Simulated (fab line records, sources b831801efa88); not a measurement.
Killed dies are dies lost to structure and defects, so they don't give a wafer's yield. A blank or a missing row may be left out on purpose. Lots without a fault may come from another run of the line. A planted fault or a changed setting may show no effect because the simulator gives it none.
fab line records | flow gf180mcu
record lots=13 wafers=39 last_day=34
route steps=602 shown STI@25 NWELL@52 LVPWELL@64 VT_IMPLANT@108
lots that met no fault: from a run of the same line without faults
start_h: hours from the record's first day to the start of the lot's first wafer shown | wait_h: hours since the lot's step before | " the same as in the row above | L1.1+2: a row that stands for several wafers | - no value, or no start given | * or withheld: withheld | < > ~ a bound
route shown NAME@n: a module of which the file shows steps, and the number in the route of the first | usual: mean/standard deviation of fault-free wafers | same: alike in all rows | chamber/n: place in a boat | sites: the reading at each site | _std_site: their standard deviation | _edge_site: outer sites' mean less inner sites' | radius_mm: how far each site lies from the wafer's centre | mask NAME#n: copy n | behind: the tool/chamber that last shaped the wafer | hold: why the lot was held/for how many hours/how that ended | device: the transistor (n, p or np) that didn't switch | end of line: the same wafers' tests at the end of the route | a step without rows: its recipe alone | killed: dies lost to structure and defects at the first sort, not the wafer's yield | map: a wafer's dies, x killed, . not, _ none there
set.NAME: the setting as run; set.NAME@STEP: as run at that earlier step | model.NAME: the simulator's own value behind a step, which no gauge read
steps of the route over a sample of lots; a table a step, a row a wafer
services: from which hour (start_h, from the record's first day; less than 0 if before it) a tool's chamber was out of use, for how many hours, and why
## steps
# step GF_STI_THK_MEAS_24
# recipe reads=SiO2_of_STI_CVD_23
# usual STI_CVD_23_THK=647/7.6
# columns lot.wafer tool chamber start_h wait_h STI_CVD_23_THK[nm]
L181.3 film_metro-02 - 27.80 0.1 650
L181.4 " - " " 648
L181.5 " - " " 644
L182.2 film_metro-04 - 32.80 0.0 637
L182.5 " - " " 637
L182.6 " - " " 635
L183.1 film_metro-02 - 37.85 0.0 652
L183.3 " - " " 651
L183.6 " - " " 637
L184.2 film_metro-01 - 47.53 0.0 647
L184.3 " - " " 639
L184.5 " - " " 645
L185.1 film_metro-02 - 47.59 0.0 646
L185.2 " - " " 643
L185.5 " - " " 633
L186.1 film_metro-04 - 57.12 0.0 643
L186.2 " - " " 648
L186.6 " - " " 640
L188.2 film_metro-02 - 69.35 0.0 643
L188.3 " - " " 642
L188.5 " - " " 646
L191.1 film_metro-04 - 80.89 0.0 647
L191.3 " - " " 649
L191.4 " - " " 644
L192.1 film_metro-01 - 84.51 0.0 640
L192.2 " - " " 639
L192.5 " - " " 649
L194.3 film_metro-01 - 93.80 0.1 638
L194.5 " - " " 633
L194.6 " - " " 657
L201.3 film_metro-04 - 131.58 0.1 637
L201.5 " - " " 648
L201.6 " - " " 639
L203.1 film_metro-01 - 141.07 0.0 649
L203.4 " - " " 645
L203.5 " - " " 647
L204.2 film_metro-01 - 145.74 0.0 649
L204.3 " - " " 663
L204.4 " - " " 654
# step GF_NWELL_STRIP_10
# recipe chemistry=O2/N2 power_w=1400 pressure_mtorr=1500 platen_temp_c=250 o2_flow_sccm=3000 n2_flow_sccm=300 overash_fraction=0.5
# usual drypump_motor_current_A=5.9/0.38 heater_power_w=316/16 n2_flow_sccm=300.1/0.96 o2_flow_sccm=3001/9 oes_product_au=0.723/0.0047 strip_time_to_endpoint_s=37.04/0.12
# columns lot.wafer tool chamber start_h wait_h drypump_motor_current_A heater_power_w n2_flow_sccm o2_flow_sccm oes_product_au rf_hours_counter_h strip_time_to_endpoint_s
L181.3 plasma_asher-04 1 55.29 0.1 5.2 297 300.0 2989 0.721 - 37.10
L181.4 " 0 " " 6.0 325 299.3 2994 0.731 - 37.14
L181.5 " 1 " " 5.2 294 300.9 3004 0.725 - 37.07
L182.2 plasma_asher-02 0 59.38 0.1 6.4 331 301.2 2982 0.713 39 37.28
L182.5 " 0 " " 6.4 331 301.6 2995 0.720 - 37.19
L182.6 " 1 " " 5.9 294 299.6 2993 0.724 - 37.20
L183.1 plasma_asher-01 0 67.28 0.1 5.9 325 299.5 3000 0.719 41 37.32
L183.3 " 0 " " 5.9 317 300.7 3014 0.729 - 37.27
L183.6 " 1 " " 5.5 330 300.0 3000 0.724 - 37.18
L184.2 plasma_asher-04 1 80.76 0.1 5.2 299 301.2 3014 0.714 30 36.99
L184.3 " 0 " " 6.0 324 300.0 3010 0.723 - 36.98
L184.5 " 1 " " 5.2 297 301.1 3018 0.730 - 37.01
L185.1 plasma_asher-02 0 81.46 0.1 6.5 324 301.3 3002 0.722 41 37.15
L185.2 " 1 " " 5.9 291 298.8 2993 0.725 41 37.09
L185.5 " 0 " " 6.4 324 300.4 3005 0.726 - 37.17
L186.1 plasma_asher-01 1 87.56 0.1 5.5 331 301.8 2996 0.716 43 37.01
L186.2 " 0 " " 6.0 314 298.0 2997 0.723 43 37.08
L186.6 " 0 " " 6.0 324 299.0 3006 0.725 - 37.11
L188.2 plasma_asher-04 1 102.54 0.1 5.2 299 302.2 2996 0.717 32 37.03
L188.3 " 1 " " 5.2 303 299.0 2991 0.724 - 37.07
L188.5 " 0 " " 6.0 320 300.4 2995 0.720 - 37.04
L191.1 plasma_asher-02 1 111.61 0.1 5.9 292 300.0 3001 0.715 44 37.05
L191.3 " 1 " " 5.9 303 300.1 2996 0.725 - 37.04
L191.4 " 0 " " 6.4 325 299.7 3021 0.722 - 37.00
L192.1 plasma_asher-02 1 117.24 0.1 5.9 297 299.1 3003 0.736 45 36.80
L192.2 " 0 " " 6.5 324 299.1 2998 0.727 45 36.92
L192.5 " 1 " " 5.9 285 299.3 3002 0.723 - 36.91
L194.3 plasma_asher-02 0 125.56 0.1 6.5 326 301.2 3003 0.963 - -
L194.5 " 1 " " 5.9 286 300.2 3011 0.967 - -
L194.6 " 0 " " 6.5 330 299.4 2995 0.964 - -
L201.3 plasma_asher-01 0 165.98 0.1 6.0 328 300.6 2998 0.731 - 37.17
L201.5 " 1 " " 5.5 338 299.7 3022 0.725 - 37.21
L201.6 " 0 " " 5.9 331 300.0 3011 0.719 - 37.13
L203.1 plasma_asher-02 1 176.44 0.1 5.9 297 300.9 3022 0.717 51 37.03
L203.4 " 1 " " 5.9 293 300.3 3005 0.725 - 37.03
L203.5 " 0 " " 6.4 333 299.1 3001 0.725 - 36.88
L204.2 plasma_asher-02 1 181.64 0.1 5.9 295 298.9 3021 0.717 51 37.01
L204.3 " 1 " " 5.9 286 299.8 3013 0.726 - 37.02
L204.4 " 0 " " 6.4 324 300.0 3013 0.722 - 36.87
# step GF_LVPWELL_STRIP_10
# recipe chemistry=O2/N2 power_w=1400 pressure_mtorr=1500 platen_temp_c=250 o2_flow_sccm=3000 n2_flow_sccm=300 overash_fraction=0.5
# usual drypump_motor_current_A=5.8/0.6 heater_power_w=305/19 n2_flow_sccm=299.9/0.88 o2_flow_sccm=3000/8.6 oes_product_au=0.723/0.0044 strip_time_to_endpoint_s=37.00/0.11
# columns lot.wafer tool chamber start_h wait_h drypump_motor_current_A heater_power_w n2_flow_sccm o2_flow_sccm oes_product_au rf_hours_counter_h strip_time_to_endpoint_s
L181.3 plasma_asher-03 0 68.77 0.1 6.5 309 300.9 3003 0.714 - 36.90
L181.4 " 1 " " 4.9 275 300.3 3006 0.724 - 36.98
L181.5 " 1 " " 4.9 275 298.9 3004 0.725 - 36.92
L182.2 plasma_asher-02 0 73.25 0.1 6.4 324 300.9 2992 0.724 40 37.06
L182.5 " 1 " " 5.9 291 300.8 3006 0.722 - 37.10
L182.6 " 0 " " 6.5 325 300.4 2995 0.720 - 36.89
L183.1 plasma_asher-03 0 81.38 0.1 6.5 306 298.9 3002 0.720 42 37.11
L183.3 " 0 " " 6.5 309 300.4 3008 0.722 - 37.21
L183.6 " 1 " " 4.9 277 299.4 2999 0.726 - 37.08
L184.2 plasma_asher-04 0 94.38 0.1 6.0 329 299.9 2986 0.728 31 37.15
L184.3 " 1 " " 5.2 298 301.1 3003 0.727 - 37.20
L184.5 " 0 " " 6.0 320 299.7 3004 0.721 - 37.01
L185.1 plasma_asher-03 1 95.83 0.1 4.9 269 300.3 2999 0.724 44 37.22
L185.2 " 0 " " 6.5 317 299.7 2991 0.724 44 37.06
L185.5 " 1 " " 4.9 269 300.3 3000 0.724 - 37.15
L186.1 plasma_asher-02 0 102.28 0.1 6.4 317 301.1 2977 0.723 43 37.11
L186.2 " 1 " " 5.9 298 299.2 3001 0.722 43 37.15
L186.6 " 1 " " 5.9 289 299.2 2988 0.727 - 37.16
L188.2 plasma_asher-03 0 117.43 0.1 6.5 310 300.4 2992 0.727 46 36.88
L188.3 " 1 " " 4.9 273 299.6 2993 0.719 - 37.04
L188.5 " 1 " " 4.9 277 299.4 2985 0.727 - 37.12
L191.1 plasma_asher-03 0 126.53 0.1 6.5 313 299.9 3010 0.725 47 37.03
L191.3 " 0 " " 6.5 309 300.3 3016 0.735 - 36.99
L191.4 " 1 " " 4.9 271 300.8 3001 0.716 - 37.08
L192.1 plasma_asher-02 0 132.58 0.1 6.4 325 300.5 3009 0.718 47 36.94
L192.2 " 1 " " 5.9 293 300.6 2996 0.720 47 36.81
L192.5 " 0 " " 6.5 331 299.9 3011 0.730 - 36.93
L194.3 plasma_asher-02 0 141.46 0.1 6.5 327 299.2 3003 0.722 - 42.34
L194.5 " 0 " " 6.5 330 299.0 3015 0.726 - 42.31
L194.6 " 1 " " 5.9 291 301.2 3001 0.727 - 42.27
L201.3 plasma_asher-04 0 182.38 0.1 6.0 328 300.6 2987 0.726 - 36.92
L201.5 " 0 " " 6.0 321 299.7 2993 0.721 - 36.94
L201.6 " 1 " " 5.2 301 299.8 3011 0.718 - 37.03
L203.1 plasma_asher-02 1 194.09 0.1 5.9 299 299.6 2998 0.719 53 36.93
L203.4 " 0 " " 6.4 322 301.1 2998 0.733 - 36.93
L203.5 " 1 " " 5.9 298 298.7 3007 0.728 - 36.88
L204.2 plasma_asher-04 0 198.69 0.1 6.0 322 300.9 3005 0.715 42 37.02
L204.3 " 0 " " 6.0 322 300.4 3003 0.728 - 37.11
L204.4 " 1 " " 5.2 305 300.0 2992 0.721 - 37.00
# step GF_LVPWELL_TW_MEAS_11
# usual LVPWELL_TW=557/5.8
# columns lot.wafer tool chamber start_h wait_h LVPWELL_TW
L181.3 film_metro-03 - 68.85 0.1 553
L181.4 " - " " 551
L181.5 " - " " 550
L182.2 film_metro-04 - 73.36 0.1 562
L182.5 " - " " 560
L182.6 " - " " 562
L183.1 film_metro-03 - 81.48 0.1 552
L183.3 " - " " 552
L183.6 " - " " 553
L184.2 film_metro-04 - 94.49 0.1 561
L184.3 " - " " 559
L184.5 " - " " 559
L185.1 film_metro-02 - 95.93 0.1 563
L185.2 " - " " 566
L185.5 " - " " 564
L186.1 film_metro-04 - 102.38 0.1 559
L186.2 " - " " 560
L186.6 " - " " 560
L188.2 film_metro-04 - 117.54 0.1 559
L188.3 " - " " 561
L188.5 " - " " 561
L191.1 film_metro-03 - 126.63 0.1 556
L191.3 " - " " 553
L191.4 " - " " 553
L192.1 film_metro-02 - 132.68 0.1 561
L192.2 " - " " 564
L192.5 " - " " 564
L194.3 film_metro-02 - 141.55 0.1 527
L194.5 " - " " 528
L194.6 " - " " 526
L201.3 film_metro-03 - 182.46 0.1 551
L201.5 " - " " 553
L201.6 " - " " 550
L203.1 film_metro-03 - 194.19 0.1 551
L203.4 " - " " 547
L203.5 " - " " 548
L204.2 film_metro-03 - 198.80 0.1 546
L204.3 " - " " 545
L204.4 " - " " 548
# step GF_VT_IMPLANT_OVL_MEAS_18
# usual VT_IMPLANT_01_OVL=-0.6/1.3
# columns lot.wafer tool chamber start_h wait_h VT_IMPLANT_01_OVL[nm]
L181.3 overlay-02 - 125.50 0.1 -2.1
L181.4 " - " " -0.8
L181.5 " - " " -1.6
L182.2 overlay-01 - 129.83 0.1 -0.7
L182.5 " - " " -1.0
L182.6 " - " " 1.4
L183.1 overlay-01 - 141.12 0.1 -1.0
L183.3 " - " " -1.8
L183.6 " - " " -0.2
L184.2 overlay-02 - 154.68 0.1 -3.5
L184.3 " - " " 0.4
L184.5 " - " " -0.4
L185.1 overlay-01 - 158.21 0.1 0.5
L185.2 " - " " 1.5
L185.5 " - " " 3.3
L186.1 overlay-02 - 163.59 0.1 -0.1
L186.2 " - " " 0.5
L186.6 " - " " 1.6
L188.2 overlay-02 - 180.83 0.1 -2.4
L188.3 " - " " -0.7
L188.5 " - " " -1.4
L191.1 overlay-01 - 191.87 0.1 -0.6
L191.3 " - " " -0.9
L191.4 " - " " -1.1
L192.1 overlay-01 - 197.57 0.1 0.0
L192.2 " - " " 0.6
L192.5 " - " " 0.6
L194.3 overlay-02 - 207.32 0.1 2.4
L194.5 " - " " 0.4
L194.6 " - " " 0.9
L201.3 overlay-02 - 254.27 0.1 -0.7
L201.5 " - " " -1.1
L201.6 " - " " 1.1
L203.1 overlay-01 - 266.49 0.1 0.3
L203.4 " - " " 0.2
L203.5 " - " " 0.2
L204.2 overlay-01 - 272.00 0.1 1.1
L204.3 " - " " 1.1
L204.4 " - " " 2.2
# step GF_VT_IMPLANT_STRIP_42
# recipe chemistry=O2/N2 power_w=1400 pressure_mtorr=1500 platen_temp_c=250 o2_flow_sccm=3000 n2_flow_sccm=300 overash_fraction=0.5
# usual drypump_motor_current_A=5.8/0.39 heater_power_w=318/17 n2_flow_sccm=300.1/0.92 o2_flow_sccm=3000/9 oes_product_au=0.717/0.0046 strip_time_to_endpoint_s=12.64/0.04
# columns lot.wafer tool chamber start_h wait_h drypump_motor_current_A heater_power_w n2_flow_sccm o2_flow_sccm oes_product_au rf_hours_counter_h strip_time_to_endpoint_s
L181.3 plasma_asher-01 1 158.26 0.1 5.5 334 297.8 2997 0.720 - 12.64
L181.4 " 0 " " 5.9 324 300.7 3013 0.710 - 12.64
L181.5 " 0 " " 6.0 327 299.5 2992 0.713 - 12.64
L182.2 plasma_asher-02 0 160.96 0.1 6.4 323 300.4 2982 0.719 49 12.66
L182.5 " 0 " " 6.5 324 299.7 2991 0.725 - 12.63
L182.6 " 1 " " 5.9 289 301.7 2988 0.713 - 12.66
L183.1 plasma_asher-02 0 173.98 0.1 6.5 322 299.7 3010 0.716 50 12.66
L183.3 " 1 " " 5.9 296 300.0 3012 0.716 - 12.67
L183.6 " 1 " " 5.9 288 301.2 3001 0.715 - 12.66
L184.2 plasma_asher-01 1 187.96 0.1 5.5 332 299.7 2993 0.715 8 12.58
L184.3 " 0 " " 5.9 332 299.2 3008 0.713 - 12.64
L184.5 " 1 " " 5.5 335 301.1 2993 0.709 - 12.63
L185.1 plasma_asher-02 1 190.89 0.2 5.9 298 301.0 3010 0.720 52 12.62
L185.2 " 0 " " 6.4 331 300.1 2987 0.712 52 12.63
L185.5 " 1 " " 5.9 300 301.0 3001 0.723 - 12.64
L186.1 plasma_asher-02 0 197.09 0.1 6.4 334 301.0 3003 0.720 53 12.62
L186.2 " 1 " " 5.9 289 301.7 2997 0.717 53 12.63
L186.6 " 0 " " 6.4 328 300.1 3016 0.722 - 12.59
L188.2 plasma_asher-01 1 215.78 0.1 5.5 340 299.6 3001 0.715 11 12.60
L188.3 " 1 " " 5.5 339 298.8 2997 0.720 - 12.60
L188.5 " 0 " " 5.9 329 300.4 3004 0.723 - 12.61
L191.1 plasma_asher-01 1 227.14 0.1 5.5 350 301.7 2991 0.711 12 12.62
L191.3 " 0 " " 6.0 332 300.0 2993 0.719 - 12.62
L191.4 " 1 " " 5.5 336 300.1 2991 0.724 - 12.62
L192.1 plasma_asher-02 1 232.58 0.1 5.9 299 300.8 2983 0.717 57 12.61
L192.2 " 0 " " 6.4 328 300.3 2998 0.713 57 12.63
L192.5 " 0 " " 6.4 324 299.4 2981 0.717 - 12.63
L194.3 plasma_asher-04 1 243.78 0.1 5.2 290 300.0 3001 0.721 - 12.64
L194.5 " 1 " " 5.2 292 298.6 2996 0.724 - 12.65
L194.6 " 0 " " 6.0 335 300.5 3001 0.721 - 12.61
L201.3 plasma_asher-01 0 292.93 0.1 5.9 335 300.7 3013 0.718 - 12.70
L201.5 " 1 " " 5.5 334 301.0 3012 0.714 - 12.68
L201.6 " 0 " " 6.0 334 301.2 2998 0.717 - 12.71
L203.1 plasma_asher-04 1 306.17 0.1 5.2 298 297.9 3011 0.714 53 12.58
L203.4 " 1 " " 5.2 302 300.6 3003 0.727 - 12.59
L203.5 " 0 " " 6.0 324 299.2 2989 0.720 - 12.58
L204.2 plasma_asher-01 0 312.26 0.1 5.9 328 299.2 3001 0.715 20 12.64
L204.3 " 0 " " 5.9 330 298.3 2989 0.721 - 12.61
L204.4 " 1 " " 5.5 340 299.5 2998 0.713 - 12.57
## services
# columns tool chamber start_h hours kind
plasma_asher-01 - 108.75 9.0 pm
plasma_asher-01 0 108.75 9.0 vent_cycle
plasma_asher-01 1 108.75 9.0 vent_cycle
plasma_asher-01 0 117.75 - clean
plasma_asher-01 1 117.75 - clean
plasma_asher-02 - 126.89 2.7 repair
plasma_asher-02 - 145.58 3.1 repair
plasma_asher-03 - 171.99 2.8 pm
plasma_asher-02 - 227.53 2.4 repair
plasma_asher-03 - 269.36 3.0 repair
plasma_asher-02 - 300.58 0.9 repair
plasma_asher-04 - 308.91 2.8 pm
## key
first_sign step=GF_NWELL_STRIP_10 reading=oes_product_au direction=up sigmas=51 usual=0.723 struck=0.965
effect step=GF_LVPWELL_STRIP_10 reading=strip_time_to_endpoint_s direction=up sigmas=50 usual=* struck=*
effect step=GF_LVPWELL_TW_MEAS_11 reading=LVPWELL_TW direction=down sigmas=5.1 usual=557 struck=527
met_at GF_NWELL_STRIP_10
struck_lots L194
sort_left_out L194.3,L194.5,L194.6
tester_left_out L194
not_acting_at GF_STI_THK_MEAS_24,GF_VT_IMPLANT_OVL_MEAS_18,GF_VT_IMPLANT_STRIP_42
onset_between 117.24 125.56
fault kind=strip_aborted tool=plasma_asher-02 chamber=- onset_h=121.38 steps=GF_NWELL_STRIP_10 offset=0.43179 end_h=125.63
# tester_left_out: of these lots the tester's yield and bins aren't shown, on N5 and GAA mostly nor the transistor test; their killed dies are dies lost to structure and defects alone, not to doping, threshold or leakage, so they don't give the yield
# sort_left_out: the simulated sort isn't trusted on such a fault, so these wafers' sort isn't shown, and their yield isn't known
